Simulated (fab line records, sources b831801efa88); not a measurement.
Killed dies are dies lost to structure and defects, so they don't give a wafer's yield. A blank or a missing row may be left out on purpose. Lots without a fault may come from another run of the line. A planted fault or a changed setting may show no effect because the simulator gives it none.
A struck lot beside a sound one | flow sky130 | 16 steps out of a route of 708
Sound: wafers L607.4, L607.5, L607.6. Struck: wafers L619.1, L619.4, L619.5. The cause comes at the end.
At each step with rows: each side's tool, then ch and its chambers, then its first start. Under that, the readings that differ: sound wafers | struck wafers | difference of the means | sigmas: that difference in standard deviations of wafers without a fault.
alike: readings whose means differ by less than 2 such deviations, and words and numbers that are the same on both sides. not compared: withheld readings, readings that some wafer has no value for, bounds like >300 that may hide the same value, and numbers for which the record gives no deviation and whose values overlap.
The two part at a step that has a row with sigmas, a row that says differs or no value, or rows on one side only. Numbers that don't overlap but have no deviation are shown without sigmas and don't part them. A reading that every wafer of one side lacks parts them only if that side has two wafers or more.

SKY_NWELL_RS_MEAS_29: measures by four-point-probe.
  sound on film_metro-01, day 6 07:49; struck on film_metro-03, day 9 07:13
  alike: NWELL_RS
SKY_NWELL_RS_MEAS_31: measures by four-point-probe.
  sound on film_metro-01, day 6 08:04; struck on film_metro-03, day 9 07:27
  alike: PWDE_RS
then, 7 steps without rows for these wafers: SKY_VT_ADJUST_HVTP_DEHYDRATE_00 (time 60 s); SKY_VT_ADJUST_HVTP_HMDS_01 (prime time 60 s); SKY_VT_ADJUST_HVTP_COAT_02 (resist thk 1140 nm); SKY_VT_ADJUST_HVTP_SOFTBAKE_03 (time 60 s); SKY_VT_ADJUST_HVTP_EXPOSE_04 (exposes mask HVTPM, target cd 380 nm); SKY_VT_ADJUST_HVTP_PEB_05; SKY_VT_ADJUST_HVTP_DEVELOP_06 (develop time 60 s).
SKY_VT_ADJUST_HVTP_CD_MEAS_07: target cd 380 nm.
  sound on cd_sem-01, day 7 03:42; struck on cd_sem-01, day 10 03:31
  alike: cd_nm
SKY_VT_ADJUST_HVTP_OVL_MEAS_08:
  sound on overlay-02, day 7 03:47; struck on overlay-01, day 10 03:38
  alike: VT_ADJUST_HVTP_OVL
SKY_VT_ADJUST_HVTP_IMPLANT_09:
  sound on implanter-01 ch 0, day 7 03:53; struck on implanter-01 ch 0, day 10 03:40
  reading            | sound                         | struck                        | difference | sigmas
  dose_ions_cm2      | 4.299e+12 4.297e+12 4.294e+12 | 4.895e+12 4.888e+12 4.893e+12 | +5.953e+11 | +99 or more
  faraday_current_uA | 24.5 23.3 24.2                | 27.2 27.5 27.0                | +3.2       | +6
SKY_VT_ADJUST_HVTP_STRIP_10: strips in O2/N2.
  sound on plasma_asher-02 ch 0,1, day 7 03:59; struck on plasma_asher-03 ch 0,1, day 10 03:49
  alike: drypump_motor_current_A, oes_product_au, strip_time_to_endpoint_s
  not compared: rf_hours_counter_h
SKY_VT_ADJUST_HVTP_TW_MEAS_11:
  sound on film_metro-01, day 7 04:05; struck on film_metro-02, day 10 03:55
  reading           | sound          | struck         | difference | sigmas
  VT_ADJUST_HVTP_TW | 1367 1361 1370 | 1406 1393 1393 | +31        | +3
then, 1 step without rows for these wafers: SKY_VT_ADJUST_LVTN_DEHYDRATE_00 (time 60 s).
-- the record jumps here: 40 days lie between the struck wafers' starts before and after (it left off in module VT_ADJUST_LVTN and takes up again in module PAD_OPEN, whose first step shown is number 708 of the route) --
SKY_PAD_OPEN_PROBE_99:
  sound on prober-02, day 46 20:43; struck on prober-01, day 50 00:10
  reading                                  | sound                | struck              | difference | sigmas
  model.etest.tip_p.rs_ohm_sq              | 6882 6848 6824       | 7195 7264 7235      | +380       |
  model.etest.pfet_01v8.r_on_ohm_um        | 2928 2937 2864       | 3105 3144 3051      | +190       |
  model.etest.pfet_01v8.drive_ua_um        | 190.7 190.2 198.7    | 170.4 170.9 175.5   | -20.9      |
  model.etest.pfet_01v8_mvt.drive_ua_um    | 149.5 148.9 154      | 134 135 135.1       | -16        |
  model.etest.pfet_01v8_hvt.drive_ua_um    | 141.9 140.4 148.6    | 126.8 128.3 130.1   | -15.2      |
  model.etest.sram_pfet_latch.drive_ua_um  | 142.9 142.5 148.1    | 130.7 130.2 137.8   | -11.6      |
  model.etest.pfet_01v8_mvt.off_log10_a_um | -10.85 -10.79 -10.64 | -12.3 -12.14 -12.03 | -1.4       |
  model.etest.pfet_01v8.off_log10_a_um     | -9.581 -9.807 -9.234 | -11.26 -11.51 -11   | -1.72      |

WHERE THEY PART
First at SKY_VT_ADJUST_HVTP_IMPLANT_09; last, within this record, at SKY_VT_ADJUST_HVTP_TW_MEAS_11.

WHY: what the simulator had put in
Process parameter drift: implanter-01, from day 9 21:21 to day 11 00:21, at SKY_VT_ADJUST_HVTP_IMPLANT_09. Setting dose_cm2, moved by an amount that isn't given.
